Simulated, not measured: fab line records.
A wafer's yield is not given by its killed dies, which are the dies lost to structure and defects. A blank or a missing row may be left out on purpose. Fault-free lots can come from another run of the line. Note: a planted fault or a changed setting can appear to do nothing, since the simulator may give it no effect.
Code-filled problem report in 8D (eight disciplines) form + flow gf180mcu + the parts of the form that need people (team, actions taken, sign-off) are left out

1. THE ISSUE
spin_speed_rpm at GF_HV_LDD_COAT_14 reads a mean of 3235.1 rpm on 9 wafers of 3 lots; wafers without a fault read 3000.0 rpm with a standard deviation of 2. That is +99 or more standard deviations from the usual mean.
The step: resist thk 1000 nm.
Earliest sighting: wafer L382.1 on litho_track-03 at day 14 20:47. The record has a number at this step for 36 wafers belonging to 12 lots. The rule behind "out" and "out of limits": a value lying over 4 standard deviations away from the usual mean. Any other wafer with a number is counted as sound.

2. WHAT IT IS; WHAT IT IS NOT
| question                    | is                     | is not                                                              |
|-----------------------------|------------------------|---------------------------------------------------------------------|
| which readings at this step | spin_speed_rpm         | -                                                                   |
| which lots                  | L382, L384, L387       | L370, L371, L372, L374, L375, L376, L377, L378, L390                |
| which wafers of those lots  | all that have a number | -                                                                   |
| read on which tools         | litho_track-03         | litho_track-01, litho_track-02                                      |
| when                        | from day 14 20:47      | up to then (24 sound wafers); but 3 sound wafers of L390 came after |

3. WHAT RULES OUT EACH SUSPECT
Counting: a tool stays on the suspect list if, at a process step up to the reading, it processed all lots that are out and no sound lot following the first of them.
- litho_track-03 at GF_HV_LDD_COAT_14 (resist thk 1000 nm): kept. Every lot that is out went through it, starting with L382 (day 14 20:47), and after that it ran no sound lot; the last sound lot it ran before then is L376 (day 12 03:40). Its own readings are out on those wafers: spin_speed_rpm.
Left after counting: litho_track-03 at GF_HV_LDD_COAT_14.

4. THE CAUSE (what the simulator had put in)
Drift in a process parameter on litho_track-03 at GF_HV_LDD_COAT_14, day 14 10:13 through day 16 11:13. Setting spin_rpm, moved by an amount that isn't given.
Counting left only this tool.

5. SEQUENCE OF EFFECTS, ordered by route
Each row: a reading whose mean over the struck wafers that have a number lies more than 3 standard deviations from the usual. Only readings for which the record gives a usual standard deviation are gone through. hours: the time from each lot's start at the first step in this table that gives one to its start at this step, as a median over the lots. sigmas: the change in usual standard deviations.
| hours | step               | reading                  | usual      | on struck wafers | change | sigmas      |
|-------|--------------------|--------------------------|------------|------------------|--------|-------------|
| 0     | GF_HV_LDD_COAT_14  | spin_speed_rpm           | 3000.0 rpm | 3235.1           | +235.1 | +99 or more |
| 12    | GF_HV_LDD_STRIP_22 | strip_time_to_endpoint_s | 12.62 s    | 12.19            | -0.43  | -13         |
It contains these process steps:
- GF_HV_LDD_COAT_14: resist thk 1000 nm.
- GF_HV_LDD_STRIP_22: strips in O2/N2.
Later measuring or inspecting steps at which every struck wafer that the step has a row for has a number for every such reading, and none has moved that far: GF_V1_THK_MEAS_01.

6. HOW IT WOULD HAVE BEEN CAUGHT EARLIER
In this record no reading fell out of limits until day 14 20:47, 11 hours after the fault had begun at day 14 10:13.
